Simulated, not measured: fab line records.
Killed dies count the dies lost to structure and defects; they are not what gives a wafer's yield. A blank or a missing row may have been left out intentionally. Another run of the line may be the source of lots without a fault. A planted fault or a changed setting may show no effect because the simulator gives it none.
A struck lot beside a sound one -- flow sky130 -- 22 steps out of a route of 708
Sound: these wafers, L988.2, L988.3, L988.6. Wafers L995.1, L995.4, L995.6 were the ones struck. The cause comes at the end.
Per side, at each step with rows, come the tool, then ch with its chambers, and then its first start. Under that, the readings that differ: sound wafers -- struck wafers -- difference of the means -- sigmas: that difference in standard deviations of wafers without a fault.
alike: words and numbers the same on both sides, and readings whose means are apart by under 2 such deviations; not compared: readings that were withheld, readings missing a value for some wafer, numbers with overlapping values and no deviation given by the record, and bounds like >300 which may hide the same value.
A row with sigmas, a row that says differs or no value, or rows on one side alone: a step with any of these is where the two part. Numbers that have no deviation but don't overlap get no sigmas and don't part them. Lack of a reading on every wafer of one side parts them only where that side has two or more wafers.

SKY_VIA4_RS_MEAS_19: the measuring method here is four-point-probe.
  sound: film_metro-04 at day 44 18:54; struck: film_metro-02 at day 46 05:45
  alike: VIA4_W_RS
SKY_VIA4_THK_MEAS_20: measures by xrf.
  sound: film_metro-04 at day 44 19:01; struck: film_metro-02 at day 46 05:52
  alike: VIA4_W_THK
SKY_VIA4_CMP_21: polishes, stops on SiO2, t overpolish 25 s, target thk 0 nm.
  sound on cmp-01 ch 0,2,3, day 44 19:04; struck on cmp-01 ch 0,2, day 46 06:24
  alike: edge_zone_pressure_frac, head_pressure_psi, motor_current_A, overpolish_run_s, retaining_ring_pressure_frac, time_to_endpoint_s
SKY_METAL5_SPUTTER_00: material Ti, target thk 15 nm, time 10 s.
  sound: pvd_sputter-02 at day 44 19:22; struck: pvd_sputter-03 at day 46 06:42
  alike: throttle_valve_pct
then, 2 steps without rows for these wafers: SKY_METAL5_SPUTTER_01 (material TiN, target thk 20 nm, time 16.7 s); SKY_METAL5_SPUTTER_02 (material AlCu, target thk 1150 nm, time 61.2 s).
SKY_METAL5_SPUTTER_03: material Ti, target thk 5 nm, time 3.3 s.
  sound: pvd_sputter-02 at day 44 19:28; struck: pvd_sputter-03 at day 46 06:48
  alike: throttle_valve_pct
SKY_METAL5_SPUTTER_04: material TiN, target thk 70 nm, time 58.3 s.
  sound: pvd_sputter-02 at day 44 19:29; struck: pvd_sputter-03 at day 46 06:49
  alike: throttle_valve_pct
SKY_METAL5_RS_MEAS_05: the measuring method here is four-point-probe.
  sound: film_metro-03 at day 44 19:33; struck: film_metro-02 at day 46 06:52
  alike: METAL5_ALCU_RS
SKY_METAL5_THK_MEAS_06: measures by xrf.
  sound: film_metro-03 at day 44 19:40; struck: film_metro-02 at day 46 06:59
  alike: METAL5_ALCU_THK
then, 2 steps without rows for these wafers: SKY_METAL5_DEHYDRATE_07 (time 60 s); SKY_METAL5_HMDS_08 (prime time 60 s).
SKY_METAL5_COAT_09: resist thk 1800 nm.
  sound on litho_track-03 ch 0, day 45 05:20; struck on litho_track-03 ch 0, day 46 16:24
reading,sound,struck,difference,sigmas
spin_speed_rpm (rpm),3002.0 2999.7 2998.9,3239.7 3238.5 3240.1,+239.2,+99 or more
model.NOVOLAK_of_METAL5_COAT_09.thk_nm (nm),1805 1810 1811,1733 1737 1735,-74,
  alike: dispense_pressure_kPa
then, 4 steps without rows for these wafers: SKY_METAL5_SOFTBAKE_10 (time 60 s); SKY_METAL5_EXPOSE_11 (exposes mask MM5, target cd 1600 nm); SKY_METAL5_PEB_12; SKY_METAL5_DEVELOP_13 (develop time 60 s).
SKY_METAL5_DESCUM_14: chemistry O2, time 11 s.
  sound on rie_metal-02 ch 0,1, day 45 16:55; struck on rie_metal-02 ch 0,1, day 47 02:03
  alike: drypump_motor_current_A, he_backside_leak_sccm, oes_product_au
  not compared: rf_hours_counter_h
SKY_METAL5_METAL_ETCH_15: etches the open film in Cl2/BCl3, stops on SiO2, target depth 1260 nm, time 252 s.
  sound on rie_metal-02 ch 0,1, day 45 16:57; struck on rie_metal-02 ch 0,1, day 47 02:05
reading,sound,struck,difference,sigmas
model.NOVOLAK_of_METAL5_COAT_09.thk_nm (nm),1032 1036 1043,957.5 960.1 972,-73.8,
  alike: bcl3_flow_sccm, drypump_motor_current_A, he_backside_leak_sccm, oes_product_au, throttle_valve_pct
  not compared: rf_hours_counter_h
SKY_METAL5_STRIP_16: strips in O2/N2.
  sound on plasma_asher-01 ch 0,1, day 45 17:11; struck on plasma_asher-02 ch 0,1, day 47 02:19
reading,sound,struck,difference,sigmas
oes_product_au (a.u.),0.704 0.710 0.703,0.715 0.711 0.720,+0.010,+2
strip_time_to_endpoint_s (s),13.03 13.07 13.17,12.22 12.25 12.39,-0.80,-7
  alike: drypump_motor_current_A
  not compared: rf_hours_counter_h
then, 2 steps without rows for these wafers: SKY_METAL5_STRIP_17 (strips in post etch residue remover, time 1200 s); SKY_PAD_OPEN_PROBE_99.

== WHERE THEY PART ==
Last at SKY_METAL5_STRIP_16 as far as this record goes, first at SKY_METAL5_COAT_09.

WHY: whatever the simulator had introduced
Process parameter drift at SKY_METAL5_COAT_09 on litho_track-03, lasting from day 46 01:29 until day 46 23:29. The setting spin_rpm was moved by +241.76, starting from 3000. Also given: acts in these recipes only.
